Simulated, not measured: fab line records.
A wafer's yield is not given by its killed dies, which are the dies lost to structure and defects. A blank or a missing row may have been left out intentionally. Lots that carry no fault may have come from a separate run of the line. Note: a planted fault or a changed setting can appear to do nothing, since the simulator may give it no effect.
Problem report in the 8D (eight disciplines) form, filled by code    flow sky130    the parts of the form that need people (team, actions taken, sign-off) are left out

== 1. WHAT WENT WRONG ==
Wafers without a fault read 125.9 s, standard deviation 0.31; run-length-s at SKY_FIELD_ISO_ETCH_17 reads a mean of 111.7 s on 4 wafers belonging to 3 lots. That is -46 standard deviations from the usual mean.
The step: etches Si in HBr/Cl2/O2, target depth 342 nm, time 97.7 s.
Seen first at day 5 21:26 on rie-si-02, wafer L714.4. At this step, 39 wafers from 14 lots have a number in the record. By rule, "out" or "out of limits" means more than 4 standard deviations away from the usual mean. The other wafers with a number count as sound.

== 2. WHAT IT IS AND WHAT IT IS NOT ==
question                     is                              is not
which readings at this step  run-length-s                    drypump-motor-current-A, oes-product-au, throttle-valve-pct
which lots                   L714, L715, L717                L698, L699, L700, L701, L703, L704, L706, L708, L710, L711, L716
which wafers of those lots   L714.4, L714.5, L715.4, L717.4  L715.3, L717.2
read on which tools          rie-si-02                       rie-si-01
when                         from day 5 21:26                up to then (30 sound wafers); but 5 sound wafers of L715, L716, L717 came after

== 3. THE SUSPECTS, EACH WITH WHAT RULES IT OUT ==
Counting: a tool at a process step up to the reading stays a suspect if it ran every lot that is out. Sound lots after the first of them don't rule it out here, since some wafers of a struck lot are sound.
- rie-si-02 at SKY_FIELD_ISO_ETCH_17 (etches Si in HBr/Cl2/O2, target depth 342 nm, time 97.7 s): kept. Every lot that is out went through it, the first being L714 (day 5 21:26); the last sound lot it ran before that was L711 (day 5 07:50). Out on those wafers are its own readings of run-length-s.
After counting, what remains is rie-si-02 at SKY_FIELD_ISO_ETCH_17.

== 4. THE CAUSE (what the simulator had put in) ==
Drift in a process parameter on rie-si-02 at SKY_FIELD_ISO_ETCH_17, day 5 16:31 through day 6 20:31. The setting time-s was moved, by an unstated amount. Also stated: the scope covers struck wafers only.
Counting left only this tool.

== 5. THE CHAIN OF EFFECTS, in route order ==
Each row: a reading whose mean over the struck wafers that have a number lies more than 3 standard deviations from the usual. Readings are gone through only where the record gives a usual standard deviation; hours: the median, over the lots, of the time from a lot's start at the first step in this table giving one to that lot's start at this step; sigmas: the change measured in usual standard deviations.
hours  step                   reading       usual    on struck wafers  change  sigmas
0      SKY_FIELD_ISO_ETCH_17  run-length-s  125.9 s  111.7             -14.2   -46
Here are the process steps it includes:
- SKY_FIELD_ISO_ETCH_17: etches Si in HBr/Cl2/O2, target depth 342 nm, time 97.7 s.
At these later measuring or inspecting steps, every struck wafer for which the step has a row has a number for every such reading, and none has moved that far: SKY_NWELL_OVL_MEAS_10.

== 6. WHAT WOULD HAVE CAUGHT IT SOONER ==
5 hours passed between the start of the fault at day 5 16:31 and the first reading out of limits in this record, taken at day 5 21:26.
